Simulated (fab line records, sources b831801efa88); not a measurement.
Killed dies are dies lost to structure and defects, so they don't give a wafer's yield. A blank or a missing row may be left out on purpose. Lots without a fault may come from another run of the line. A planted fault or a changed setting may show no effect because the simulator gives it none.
A struck lot beside a sound one | flow sky130 | 15 steps out of a route of 708
Sound: wafers L205.1, L205.4, L205.6. Struck: wafers L208.2, L208.4, L208.5. The cause comes at the end.
At each step with rows: each side's tool, then ch and its chambers, then its first start. Under that, the readings that differ: sound wafers | struck wafers | difference of the means | sigmas: that difference in standard deviations of wafers without a fault.
alike: readings whose means differ by less than 2 such deviations, and words and numbers that are the same on both sides. not compared: withheld readings, readings that some wafer has no value for, bounds like >300 that may hide the same value, and numbers for which the record gives no deviation and whose values overlap.
The two part at a step that has a row with sigmas, a row that says differs or no value, or rows on one side only. Numbers that don't overlap but have no deviation are shown without sigmas and don't part them. A reading that every wafer of one side lacks parts them only if that side has two wafers or more.

first, 1 step without rows for these wafers: SKY_PWDE_IMPLANT_08.
SKY_PWDE_STRIP_09: strips in O2/N2.
  sound on plasma_asher-03 ch 0,1, day 4 14:17; struck on plasma_asher-02 ch 0,1, day 5 06:26
  alike: chamber_pressure_mTorr, drypump_motor_current_A, oes_product_au, strip_time_to_endpoint_s
  not compared: rf_hours_counter_h
SKY_PWDE_TW_MEAS_10:
  sound on film_metro-04, day 4 14:23; struck on film_metro-03, day 5 06:33
  alike: PWDE_TW
then, 7 steps without rows for these wafers: SKY_NWELL_DEHYDRATE_03 (time 60 s); SKY_NWELL_HMDS_04 (prime time 60 s); SKY_NWELL_COAT_05 (resist thk 3000 nm); SKY_NWELL_SOFTBAKE_06; SKY_NWELL_EXPOSE_07 (exposes mask NWM, target cd 840 nm); SKY_NWELL_PEB_08; SKY_NWELL_DEVELOP_09 (develop time 60 s).
SKY_NWELL_OVL_MEAS_10:
  sound on overlay-01, day 5 07:30; struck on overlay-02, day 6 00:09
  alike: NWELL_00_OVL
then, 1 step without rows for these wafers: SKY_NWELL_IMPLANT_11.
SKY_NWELL_IMPLANT_12:
  sound on implanter-02 ch 0, day 5 07:41; struck on implanter-03 ch 0, day 6 00:21
  reading                  | sound                | struck            | difference | sigmas
  beam_energy_keV          | 119.95 119.97 120.02 | 94.87 94.81 94.78 | -25.16     | -99 or more
  model.implant.rp_nm (nm) | 152.5 152.5 152.5    | 117 117 117       | -36        |
  alike: faraday_current_uA
then, 1 step without rows for these wafers: SKY_NWELL_IMPLANT_13.
-- the record jumps here: 41 days lie between the struck wafers' starts before and after (it left off in module NWELL and takes up again in module PAD_OPEN, whose first step shown is number 708 of the route) --
SKY_PAD_OPEN_PROBE_99:
  sound on prober-01, day 47 02:41; struck on prober-02, day 47 11:07
  reading                                   | sound                   | struck                  | difference | sigmas
  killed_at_contacts                        | 18 18 19                | 35 31 31                | +14        | +3
  model.etest.pfet_g5v0d10v5.r_on_ohm_um    | 4784 4739 4669          | 4864 4827 4961          | +153       |
  model.etest.pfet_g5v0d10v5.drive_ua_um    | 341 344.3 349.2         | 335.3 335.4 329.4       | -11.5      |
  model.etest.pfet_01v8_lvt.drive_ua_um     | 170.7 170.9 172         | 168.3 168.7 163.5       | -4.4       |
  model.etest.pfet_01v8_lvt.off_log10_a_um  | -8.934 -8.77 -8.909     | -9.935 -9.721 -9.81     | -0.951     |
  model.etest.pfet_g5v0d10v5.off_log10_a_um | -12.66 -12.42 -12.49    | -13.31 -13.29 -13.34    | -0.79      |
  model.etest.pfet_g5v0d10v5.vt_sat_v (V)   | -0.6524 -0.6209 -0.6232 | -0.7067 -0.7124 -0.7334 | -0.0853    |
  model.etest.pfet_16v.vt_v (V)             | -1.091 -1.083 -1.082    | -1.177 -1.174 -1.188    | -0.094     |
  model.etest.pfet_g5v0d10v5.vt_v (V)       | -0.8466 -0.813 -0.8182  | -0.8948 -0.8984 -0.9153 | -0.0769    |
  alike: killed_at_M0_to_M3, killed_at_M4_up, killed_at_front_end, killed_at_other, killed_dies, killed_open, killed_short

WHERE THEY PART
First at SKY_NWELL_IMPLANT_12; last, within this record, at SKY_PAD_OPEN_PROBE_99.

WHY: what the simulator had put in
Process parameter drift: implanter-03, from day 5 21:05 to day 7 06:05, at SKY_NWELL_IMPLANT_12. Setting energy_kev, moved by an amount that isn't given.
